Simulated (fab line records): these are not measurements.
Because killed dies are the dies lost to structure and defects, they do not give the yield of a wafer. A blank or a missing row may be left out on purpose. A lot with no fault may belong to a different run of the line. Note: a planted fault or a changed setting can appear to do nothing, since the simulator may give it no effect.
8D (eight disciplines) problem report, filled in by code ; flow sky130 ; the parts of the form that need people (team, actions taken, sign-off) are left out

== 1. THE ISSUE ==
Wafers without a fault read 4.722 s, standard deviation 0.019; stripTimeToEndpointS at SKY_LOCAL_INTERCONNECT_STRIP_15 reads a mean of 4.541 s on 2 wafers belonging to 2 lots. That is -9.5 standard deviations from the usual mean.
The step: strips in O2/N2.
Earliest sighting: wafer L366.5 on plasmaAsher-01 at day 32 12:48. The record holds 36 wafers of 12 lots with a number at this step. By rule, "out" or "out of limits" means more than 4 standard deviations away from the usual mean. Any other wafer with a number is counted as sound.

== 2. WHAT IT IS; WHAT IT IS NOT ==
question;is;is not
which readings at this step;stripTimeToEndpointS;drypumpMotorCurrentA
which lots;L366, L368;L363, L364, L365, L376, L377, L378, L379, L381, L383, L384
which wafers of those lots;L366.5, L368.3;L366.1, L366.4, L368.1, L368.2
read on which tools;plasmaAsher-01, plasmaAsher-02;plasmaAsher-04
when;from day 32 12:48;"up to then (11 sound wafers); but 23 sound wafers of L368, L376, L377, L378, L379, L381, L383, L384 came after"

== 3. WHAT RULES OUT EACH SUSPECT ==
Counting: a tool at a process step up to the reading stays a suspect if it ran every lot that is out. Sound lots after the first of them don't rule it out here, since some wafers of a struck lot are sound.
- cmp-02 at SKY_LI_CONTACT_CMP_02 (polishes PSG): kept. It processed each lot that is out (first: L366, day 29 16:05); up to then, its last sound lot is L365 (day 29 14:34).
- rieMetal-04 at SKY_LOCAL_INTERCONNECT_ETCH_13 (etches BARC in N2/H2, stops on SiO2, time 45.9 s, target depth 60 nm): kept. It processed each lot that is out (first: L366, day 32 12:41); up to then, its last sound lot is L364 (day 31 07:32).
- Within cmp-02 at SKY_LI_CONTACT_CMP_02: the wafers that are out ran in chamber 0; their sound lot-mates ran in chambers 1, 2, 3.
After counting, cmp-02 at SKY_LI_CONTACT_CMP_02 and rieMetal-04 at SKY_LOCAL_INTERCONNECT_ETCH_13 remain.

== 4. THE CAUSE (what the simulator had put in) ==
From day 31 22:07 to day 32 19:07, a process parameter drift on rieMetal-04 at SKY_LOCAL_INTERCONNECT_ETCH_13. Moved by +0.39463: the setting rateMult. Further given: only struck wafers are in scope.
After counting, 2 suspects remain, this tool included.

== 5. THE CHAIN OF EFFECTS, in route order ==
Each row: a reading where the mean over the struck wafers with a number is more than 3 standard deviations away from the usual. Only readings for which the record gives a usual standard deviation are gone through. hours: the time from each lot's start at the first step in this table that gives one to its start at this step, as a median over the lots. sigmas: the change in usual standard deviations.
hours;step;reading;usual;on struck wafers;change;sigmas
0;SKY_LOCAL_INTERCONNECT_STRIP_15;stripTimeToEndpointS;4.722 s;4.541;-0.181;-9.5
Process steps it contains:
- SKY_LOCAL_INTERCONNECT_STRIP_15: strips in O2/N2.

== 6. WHAT WOULD HAVE CAUGHT IT SOONER ==
15 hours passed between the start of the fault at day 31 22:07 and the first reading out of limits in this record, taken at day 32 12:48.
No tool reading at SKY_LOCAL_INTERCONNECT_ETCH_13 that has a usual standard deviation in the record was out on any struck wafer, so an alarm limit of 4 standard deviations on those readings would not have fired.
L368, from the lots that are out (2), started SKY_LOCAL_INTERCONNECT_ETCH_13 on rieMetal-04 later than day 32 12:48. It would have been spared by a hold on the tool at that moment.
